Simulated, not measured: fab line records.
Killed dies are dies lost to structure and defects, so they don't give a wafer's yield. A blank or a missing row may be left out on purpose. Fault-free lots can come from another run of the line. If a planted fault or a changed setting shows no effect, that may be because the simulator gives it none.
The tool behind it: which one? || flow gf180mcu || Sampling: 6 lots, 18 wafers, 4 of 602 route steps

== WHAT THE GAUGES SHOWED, per wafer ==
GF_V3_THK_MEAS_01.
{"lot": "L206", "measured": "day 21 18:29", "on": "film-metro-01", "V3_CVD_00_THK (nm)": "591 591 600"}
{"lot": "L208", "measured": "day 22 14:02", "on": "film-metro-02", "V3_CVD_00_THK (nm)": "605 601 598"}
{"lot": "L214", "measured": "day 24 18:28", "on": "film-metro-02", "V3_CVD_00_THK (nm)": "586 588 596"}
{"lot": "L220", "measured": "day 26 19:14", "on": "film-metro-01", "V3_CVD_00_THK (nm)": "593 879 593"}
{"lot": "L223", "measured": "day 27 15:50", "on": "film-metro-01", "V3_CVD_00_THK (nm)": "584 579 585"}
{"lot": "L227", "measured": "day 28 19:17", "on": "film-metro-01", "V3_CVD_00_THK (nm)": "588 588 586"}

== WHICH TOOL RAN EACH LOT (tool, then ch and the chambers of the sampled wafers, then the start) ==
{"lot": "L206", "GF_V1_CMP_26": "cmp-01 ch 0,1, day 18 12:29", "GF_M2_SPUTTER_02": "pvd-sputter-03, day 18 12:55", "GF_V3_CVD_00": "hdpcvd-02 ch 0,2, day 21 18:25"}
{"lot": "L208", "GF_V1_CMP_26": "cmp-02 ch 1,2,3, day 19 09:32", "GF_M2_SPUTTER_02": "pvd-sputter-03, day 19 09:49", "GF_V3_CVD_00": "hdpcvd-02 ch 0,1,2, day 22 13:57"}
{"lot": "L214", "GF_V1_CMP_26": "cmp-02 ch 1,2, day 21 17:14", "GF_M2_SPUTTER_02": "pvd-sputter-03, day 21 17:40", "GF_V3_CVD_00": "hdpcvd-02 ch 0,2, day 24 18:23"}
{"lot": "L220", "GF_V1_CMP_26": "cmp-02 ch 0,1,2, day 23 21:04", "GF_M2_SPUTTER_02": "pvd-sputter-02, day 23 21:23", "GF_V3_CVD_00": "hdpcvd-01 ch 0,1,2, day 26 19:08"}
{"lot": "L223", "GF_V1_CMP_26": "cmp-02 ch 1,2,3, day 24 19:42", "GF_M2_SPUTTER_02": "pvd-sputter-02, day 24 20:08", "GF_V3_CVD_00": "hdpcvd-02 ch 0,2, day 27 15:45"}
{"lot": "L227", "GF_V1_CMP_26": "cmp-01 ch 0,3, day 26 01:47", "GF_M2_SPUTTER_02": "pvd-sputter-02, day 26 02:10", "GF_V3_CVD_00": "hdpcvd-02 ch 0,1,2, day 28 19:13"}
- GF_V1_CMP_26: polishes, stops on SiO2, t overpolish 15 s, target thk 0 nm.
- GF_M2_SPUTTER_02: material AlCu, target thk 450 nm, time 23.9 s.
- GF_V3_CVD_00: deposits SiO2, target thk 600 nm, time 100 s.

== THE ANSWER, worked out from the rows above alone ==
Rule: what is usual is taken from the lots themselves. The widest of any qualifying gaps counts: lots, ordered by their means at a reading, are off when they make up no more than a third of the lots, leave a main group of 4 or more, and stand apart from it by 3 or more times the standard deviation of that group's means. A main group whose means are all the same, to the digits that the tables above print for the reading, isn't used. Also off: a lot with no number at a reading for which 4 or more lots have one. All remaining lots with rows at the step are treated as sound.
Off: L220, at GF_V3_THK_MEAS_01 (V3_CVD_00_THK). The main group has a mean of 591 nm with a standard deviation of 6.3.
If a tool, at a process step before that reading, ran all the lots that are off and no sound lot after the first of them, it fits. Those tools and the gauges at GF_V3_THK_MEAS_01 are tried in the same way. One fits: hdpcvd-01 at GF_V3_CVD_00. It ran no sound lot before its first lot that is off in this sample, so the start can't be narrowed down.

== WHAT THE SIMULATOR HAD PUT IN ==
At GF_V3_CVD_00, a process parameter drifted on hdpcvd-01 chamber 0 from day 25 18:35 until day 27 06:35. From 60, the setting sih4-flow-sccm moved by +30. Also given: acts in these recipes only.
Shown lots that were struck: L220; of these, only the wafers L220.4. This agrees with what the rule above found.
